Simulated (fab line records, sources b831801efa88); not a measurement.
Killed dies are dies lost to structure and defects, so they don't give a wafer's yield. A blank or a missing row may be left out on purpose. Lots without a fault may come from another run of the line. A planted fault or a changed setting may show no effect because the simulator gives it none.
A struck lot beside a sound one | flow gf180mcu | 20 steps out of a route of 602
Sound: wafers L559.2, L559.3, L559.4. Struck: wafers L575.1, L575.3, L575.4. The cause comes at the end.
At each step with rows: each side's tool, then ch and its chambers, then its first start. Under that, the readings that differ: sound wafers | struck wafers | difference of the means | sigmas: that difference in standard deviations of wafers without a fault.
alike: readings whose means differ by less than 2 such deviations, and words and numbers that are the same on both sides. not compared: withheld readings, readings that some wafer has no value for, bounds like >300 that may hide the same value, and numbers for which the record gives no deviation and whose values overlap.
The two part at a step that has a row with sigmas, a row that says differs or no value, or rows on one side only. Numbers that don't overlap but have no deviation are shown without sigmas and don't part them. A reading that every wafer of one side lacks parts them only if that side has two wafers or more.

GF_V1_CMP_26: polishes, stops on SiO2, t overpolish 15 s, target thk 0 nm.
  sound on cmp-01 ch 0,1,2, day 19 01:52; struck on cmp-01 ch 0,2,3, day 25 11:14
  reading              | sound                | struck               | difference | sigmas
  overpolish_run_s (s) | 15.011 14.999 14.997 | 14.975 14.988 14.986 | -0.019     | -2
  alike: motor_current_A, time_to_endpoint_s
then, 2 steps without rows for these wafers: GF_M2_SPUTTER_00 (material Ti, target thk 37.5 nm, time 150 s); GF_M2_SPUTTER_01 (material TiN, target thk 30 nm, time 25 s).
GF_M2_SPUTTER_02: material AlCu, target thk 450 nm, time 23.9 s.
  sound on pvd_sputter-03, day 19 02:17; struck on pvd_sputter-04, day 25 11:40
  alike: throttle_valve_pct
GF_M2_SPUTTER_03: material Ti, target thk 10 nm, time 6.7 s.
  sound on pvd_sputter-03, day 19 02:19; struck on pvd_sputter-04, day 25 11:42
  alike: throttle_valve_pct
GF_M2_SPUTTER_04: material TiN, target thk 50 nm, time 41.7 s.
  sound on pvd_sputter-03, day 19 02:20; struck on pvd_sputter-04, day 25 11:43
  alike: throttle_valve_pct
GF_M2_RS_MEAS_05: measures by four-point-probe.
  sound on film_metro-01, day 19 02:24; struck on film_metro-04, day 25 11:46
  alike: M2_ALCU_RS
GF_M2_THK_MEAS_06: measures by xrf.
  sound on film_metro-01, day 19 02:31; struck on film_metro-04, day 25 11:53
  alike: M2_ALCU_THK
then, 4 steps without rows for these wafers: GF_M2_DEHYDRATE_07 (time 60 s); GF_M2_HMDS_08 (prime time 60 s); GF_M2_COAT_09 (resist thk 1000 nm); GF_M2_SOFTBAKE_10 (time 60 s).
GF_M2_EXPOSE_11: exposes mask Metal2, target cd 280 nm.
  sound on krf_scanner-02 ch 0, day 19 14:55; struck on krf_scanner-01 ch 0, day 25 21:59
  reading              | sound             | struck            | difference | sigmas
  exposure_dose_mJ_cm2 | 28.10 28.12 28.06 | 22.04 22.00 22.06 | -6.06      | -74
  alike: mask
then, 2 steps without rows for these wafers: GF_M2_PEB_12 (peb time 90 s); GF_M2_DEVELOP_13 (develop time 60 s).
GF_M2_CD_MEAS_14: target cd 280 nm.
  sound on cd_sem-01, day 20 03:32; struck on cd_sem-02, day 26 08:35
  reading    | sound             | struck            | difference | sigmas
  cd_nm (nm) | 281.4 280.6 281.1 | 317.2 315.3 316.8 | +35.4      | +27
GF_M2_OVL_MEAS_15:
  sound on overlay-02, day 20 03:38; struck on overlay-02, day 26 08:42
  alike: M2_OVL
GF_M2_METAL_ETCH_16: etches the open film in Cl2/BCl3, stops on SiO2, target depth 750.8 nm, time 125.1 s.
  sound on rie_metal-02 ch 0,1, day 20 03:40; struck on rie_metal-02 ch 0,1, day 26 08:44
  reading             | sound             | struck          | difference | sigmas
  model.M2.cd_nm (nm) | 279.7 279.6 278.6 | 318.4 318 317.2 | +38.6      |
  alike: drypump_motor_current_A, oes_product_au, throttle_valve_pct
  not compared: rf_hours_counter_h
GF_M2_STRIP_17: strips in O2/N2.
  sound on plasma_asher-03 ch 0,1, day 20 03:48; struck on plasma_asher-01 ch 0,1, day 26 08:52
  reading                     | sound       | struck      | difference | sigmas
  drypump_motor_current_A (A) | 6.5 5.9 6.5 | 4.9 5.6 4.9 | -1.2       | -2
  alike: heater_power_w, oes_product_au, strip_time_to_endpoint_s
  not compared: rf_hours_counter_h
-- the record jumps here: 8 days lie between the struck wafers' starts before and after (it left off in module M2 and takes up again in module PASSIVATION, whose first step shown is number 602 of the route) --
GF_PASSIVATION_PROBE_99:
  sound on prober-02, day 29 23:35; struck on prober-02, day 34 11:49
  reading                        | sound               | struck               | difference | sigmas
  model.etest.met2.width_nm (nm) | 281.6 279.5 278.8   | 315.1 319.3 315.7    | +36.7      |
  model.etest.met2.line_ohm_um   | 0.2545 0.256 0.2564 | 0.2288 0.2259 0.2263 | -0.0286    |

WHERE THEY PART
First at GF_V1_CMP_26; last, within this record, at GF_M2_STRIP_17.

WHY: what the simulator had put in
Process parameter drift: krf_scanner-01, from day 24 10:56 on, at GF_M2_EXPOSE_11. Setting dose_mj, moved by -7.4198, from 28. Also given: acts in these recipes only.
